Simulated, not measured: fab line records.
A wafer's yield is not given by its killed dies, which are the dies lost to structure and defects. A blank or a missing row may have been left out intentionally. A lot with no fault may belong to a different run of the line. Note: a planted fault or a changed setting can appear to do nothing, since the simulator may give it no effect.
Which tool was responsible? + flow sky130 + 39 wafers from 13 lots sampled at 4 of the route's 708 steps

## WHAT THE GAUGES SHOWED, per wafer
SKY_VT_ADJUST_HVTP_TW_MEAS_11. Usual: VT_ADJUST_HVTP_TW gives 1357 (standard deviation 5.7).
| lot  | measured     | on            | VT_ADJUST_HVTP_TW | flag |
|------|--------------|---------------|-------------------|------|
| L693 | day 6 08:25  | film_metro-04 | 1352 1359 1358    |      |
| L694 | day 6 11:13  | film_metro-04 | 1363 1349 1353    |      |
| L695 | day 6 14:50  | film_metro-03 | 1366 1364 1363    |      |
| L696 | day 6 23:50  | film_metro-01 | 1354 1356 1364    |      |
| L703 | day 8 19:53  | film_metro-04 | 1355 1362 1362    |      |
| L706 | day 9 14:07  | film_metro-04 | 1363 1362 1361    |      |
| L707 | day 9 20:13  | film_metro-01 | 1357 1357 1360    |      |
| L708 | day 10 00:17 | film_metro-03 | 1358 1355 1363    |      |
| L709 | day 10 08:13 | film_metro-01 | 1350 1350 1344    |      |
| L711 | day 10 21:40 | film_metro-03 | 1357 1363 1365    |      |
| L713 | day 11 08:20 | film_metro-03 | 1360 1367 1356    |      |
| L714 | day 11 14:41 | film_metro-03 | 1363 1359 1357    |      |
| L716 | day 12 04:28 | film_metro-01 | 1352 1353 1357    |      |

SKY_VT_ADJUST_PCH_OVL_MEAS_07. Usual: VT_ADJUST_PCH_OVL gives 1.2 nm (standard deviation 1.5).
| lot  | measured     | on         | VT_ADJUST_PCH_OVL (nm) | flag |
|------|--------------|------------|------------------------|------|
| L693 | day 10 17:22 | overlay-02 | -1.6 1.8 -0.9          |      |
| L694 | day 10 20:58 | overlay-01 | 0.2 3.3 0.6            |      |
| L695 | day 11 01:47 | overlay-02 | -0.2 -0.6 -1.0         |      |
| L696 | day 11 13:04 | overlay-01 | 2.0 1.5 1.2            |      |
| L703 | day 13 18:37 | overlay-01 | 1.1 3.1 1.8            |      |
| L706 | day 14 16:13 | overlay-02 | -0.5 -1.5 0.7          |      |
| L707 | day 14 23:58 | overlay-01 | 4.6 2.5 2.9            |      |
| L708 | day 15 03:37 | overlay-01 | 3.7 1.1 1.8            |      |
| L709 | day 15 14:01 | overlay-02 | 2.0 1.6 0.7            |      |
| L711 | day 16 04:58 | overlay-02 | 0.0 -1.2 -0.6          |      |
| L713 | day 16 20:01 | overlay-02 | 1.9 0.8 1.0            |      |
| L714 | day 17 02:49 | overlay-01 | -0.1 0.3 1.1           |      |
| L716 | day 17 20:35 | overlay-01 | 1.8 2.7 1.7            |      |

## WHAT TOOL EACH LOT RAN ON (gives the tool, then ch and the chambers of the sampled wafers, and finally the start)
| lot  | SKY_VT_ADJUST_HVTP_STRIP_10          | SKY_VT_ADJUST_NCORE_IMPLANT_09  |
|------|--------------------------------------|---------------------------------|
| L693 | plasma_asher-03 ch 0,1, day 6 08:19  | implanter-02 ch 0, day 8 20:50  |
| L694 | plasma_asher-02 ch 0,1, day 6 11:07  | implanter-01 ch 0, day 9 00:17  |
| L695 | plasma_asher-03 ch 0,1, day 6 14:45  | implanter-01 ch 0, day 9 05:35  |
| L696 | plasma_asher-01 ch 1, day 6 23:44    | implanter-01 ch 0, day 9 14:44  |
| L703 | plasma_asher-01 ch 0,1, day 8 19:47  | implanter-01 ch 0, day 11 16:05 |
| L706 | plasma_asher-02 ch 0,1, day 9 14:01  | implanter-01 ch 0, day 12 12:52 |
| L707 | plasma_asher-02 ch 1, day 9 20:07    | implanter-03 ch 0, day 12 20:05 |
| L708 | plasma_asher-02 ch 0,1, day 10 00:09 | implanter-02 ch 0, day 13 00:02 |
| L709 | plasma_asher-02 ch 0,1, day 10 08:07 | implanter-02 ch 0, day 13 09:15 |
| L711 | plasma_asher-01 ch 0,1, day 10 21:34 | implanter-02 ch 0, day 14 00:28 |
| L713 | plasma_asher-03 ch 0,1, day 11 08:14 | implanter-02 ch 0, day 14 12:08 |
| L714 | plasma_asher-03 ch 0,1, day 11 14:35 | implanter-03 ch 0, day 14 18:35 |
| L716 | plasma_asher-03 ch 0,1, day 12 04:22 | implanter-03 ch 0, day 15 10:51 |
- SKY_VT_ADJUST_HVTP_STRIP_10: strips in O2/N2.
- SKY_VT_ADJUST_NCORE_IMPLANT_09

## AS READ BY THE TOOLS THEMSELVES (means over the sampled wafers that have a number; for cases with no such wafer, the mark the record gives instead)
SKY_VT_ADJUST_HVTP_STRIP_10. Usual: drypump_motor_current_A 5.88 A, standard deviation 0.11; oes_product_au 0.715 a.u., standard deviation 0.0049; strip_time_to_endpoint_s 14.20 s, standard deviation 0.042.
| lot  | tool            | drypump_motor_current_A (A) | oes_product_au (a.u.) | strip_time_to_endpoint_s (s) | flag |
|------|-----------------|-----------------------------|-----------------------|------------------------------|------|
| L693 | plasma_asher-03 | 5.90                        | 0.712                 | 14.19                        |      |
| L694 | plasma_asher-02 | 5.93                        | 0.712                 | 14.16                        |      |
| L695 | plasma_asher-03 | 5.89                        | 0.713                 | 14.21                        |      |
| L696 | plasma_asher-01 | 5.79                        | 0.713                 | 14.24                        |      |
| L703 | plasma_asher-01 | 5.85                        | 0.714                 | 14.18                        |      |
| L706 | plasma_asher-02 | 5.95                        | 0.716                 | 14.26                        |      |
| L707 | plasma_asher-02 | 5.70                        | 0.713                 | 14.12                        |      |
| L708 | plasma_asher-02 | 5.95                        | 0.716                 | 14.16                        |      |
| L709 | plasma_asher-02 | 5.97                        | 0.709                 | 14.20                        |      |
| L711 | plasma_asher-01 | 5.83                        | 0.718                 | 14.23                        |      |
| L713 | plasma_asher-03 | 5.91                        | 0.717                 | 14.23                        |      |
| L714 | plasma_asher-03 | 5.89                        | 0.715                 | 14.21                        |      |
| L716 | plasma_asher-03 | 5.93                        | 0.712                 | 14.21                        |      |

SKY_VT_ADJUST_NCORE_IMPLANT_09. Usual: dose_ions_cm2 2.3992e+12, standard deviation 2.5e+09.
| lot  | tool         | dose_ions_cm2 | flag |
|------|--------------|---------------|------|
| L693 | implanter-02 | 2.3950e+12    |      |
| L694 | implanter-01 | 2.4028e+12    |      |
| L695 | implanter-01 | 2.3988e+12    |      |
| L696 | implanter-01 | 2.3996e+12    |      |
| L703 | implanter-01 | 2.3135e+12    | OFF  |
| L706 | implanter-01 | 2.3112e+12    | OFF  |
| L707 | implanter-03 | 2.3986e+12    |      |
| L708 | implanter-02 | 2.3978e+12    |      |
| L709 | implanter-02 | 2.4005e+12    |      |
| L711 | implanter-02 | 2.3964e+12    |      |
| L713 | implanter-02 | 2.3987e+12    |      |
| L714 | implanter-03 | 2.3991e+12    |      |
| L716 | implanter-03 | 2.3982e+12    |      |

## THE ANSWER, worked out from the rows above alone
Rule: a lot is off if the mean of its wafers that have a number lies more than 3 standard deviations from the usual mean. Also off: a lot with no number at a reading for which 4 or more lots have one. Where the step has rows for the other lots, those lots are counted as sound. After the gauges, taken in route order, come the tools' own readings; for these a lot's mean is taken, as printed above. The first step at which some lot is off is used, and at that step the reading that is off furthest; a lot without a number counts as furthest.
Off at SKY_VT_ADJUST_NCORE_IMPLANT_09 (dose_ions_cm2): L703, L706.
If a tool, at that step or one of the process steps before it, ran each lot that is off and ran no sound lot following the first of them, it fits. One fits: implanter-01 at SKY_VT_ADJUST_NCORE_IMPLANT_09. A fault onset in the window from L696 (day 9 14:44, its last sound lot) to L703 (day 11 16:05, its first lot off) fits.
The tool's own readings at SKY_VT_ADJUST_NCORE_IMPLANT_09 bear it out: on the lots that are off they differ by more than 5 times the standard deviation of the sound lots' means. dose_ions_cm2 reads 2.3124e+12 there against 2.3987e+12 on the sound lots.

## WHAT HAD BEEN PUT IN BY THE SIMULATOR
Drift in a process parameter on implanter-01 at SKY_VT_ADJUST_NCORE_IMPLANT_09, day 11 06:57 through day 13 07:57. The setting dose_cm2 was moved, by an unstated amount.
Struck lots among those shown: L703, L706. The rule given above showed the same thing.
